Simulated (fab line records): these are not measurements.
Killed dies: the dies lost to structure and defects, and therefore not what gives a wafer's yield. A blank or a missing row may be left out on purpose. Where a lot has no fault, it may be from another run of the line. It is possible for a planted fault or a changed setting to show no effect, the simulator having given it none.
Which of the tools did it? | flow gf180mcu | 6 lots, 18 wafers sampled, at 3 steps of a route of 602

## WHAT EACH GAUGE READ, for each wafer
GF_TOP_METAL_OVL_MEAS_15.
lot  | measured     | on         | TOP_METAL_OVL (nm)
L441 | day 29 22:40 | overlay-02 | 2.7 2.5 0.8
L445 | day 31 02:13 | overlay-02 | 1.6 1.2 0.3
L453 | day 33 04:48 | overlay-02 | 7.1 6.7 7.7 6.7 6.7 6.8
L455 | day 33 14:31 | overlay-01 | 1.6 0.0 0.9
L457 | day 34 03:43 | overlay-02 | 8.3 6.5 7.5 7.9 5.4 6.9
L461 | day 34 22:26 | overlay-01 | 0.0 0.8 1.2

## WHICH TOOL RAN EACH LOT (tool, then ch and the chambers of the sampled wafers, then the start)
lot  | GF_M5_METAL_ETCH_10               | GF_TOP_METAL_EXPOSE_11
L441 | rie_metal-02 ch 0,1, day 28 04:32 | iline_stepper-01 ch 0, day 29 12:56
L445 | rie_metal-04 ch 0,1, day 29 09:46 | iline_stepper-02 ch 0, day 30 17:37
L453 | rie_metal-01 ch 0,1, day 31 16:08 | iline_stepper-01 ch 0, day 32 20:23
L455 | rie_metal-02 ch 0,1, day 32 01:31 | iline_stepper-02 ch 0, day 33 06:45
L457 | rie_metal-02 ch 0,1, day 32 16:17 | iline_stepper-01 ch 0, day 33 19:50
L461 | rie_metal-01 ch 0,1, day 33 11:41 | iline_stepper-02 ch 0, day 34 14:52
- GF_M5_METAL_ETCH_10: etches the open film in Cl2/BCl3, stops on SiO2, target depth 627.5 nm, time 104.6 s.
- GF_TOP_METAL_EXPOSE_11: exposes mask MetalTop, target cd 440 nm.

## THE ANSWER, worked out from the rows above alone
Rule: the usual values come from the lots themselves. The widest of any qualifying gaps counts: lots, ordered by their means at a reading, are off when they make up no more than a third of the lots, leave a main group of 4 or more, and stand apart from it by 3 or more times the standard deviation of that group's means. A main group is skipped when, at the precision printed for the reading in the tables above, its means are all equal. A lot without any number at a reading at which 4 lots or more have one is off too. Where the step has rows for the other lots, those lots are counted as sound.
Off: L453, L457, at GF_TOP_METAL_OVL_MEAS_15 (TOP_METAL_OVL). The main group has a mean of 1.1 nm with a standard deviation of 0.52.
If a tool, at a process step before that reading, ran all the lots that are off and no sound lot after the first of them, it fits. Gauges at GF_TOP_METAL_OVL_MEAS_15: tried the same way as those tools. Can't be told from this: 2 tools fit, iline_stepper-01 at GF_TOP_METAL_EXPOSE_11, overlay-02 at GF_TOP_METAL_OVL_MEAS_15.

## WHAT THE SIMULATOR HAD INSERTED
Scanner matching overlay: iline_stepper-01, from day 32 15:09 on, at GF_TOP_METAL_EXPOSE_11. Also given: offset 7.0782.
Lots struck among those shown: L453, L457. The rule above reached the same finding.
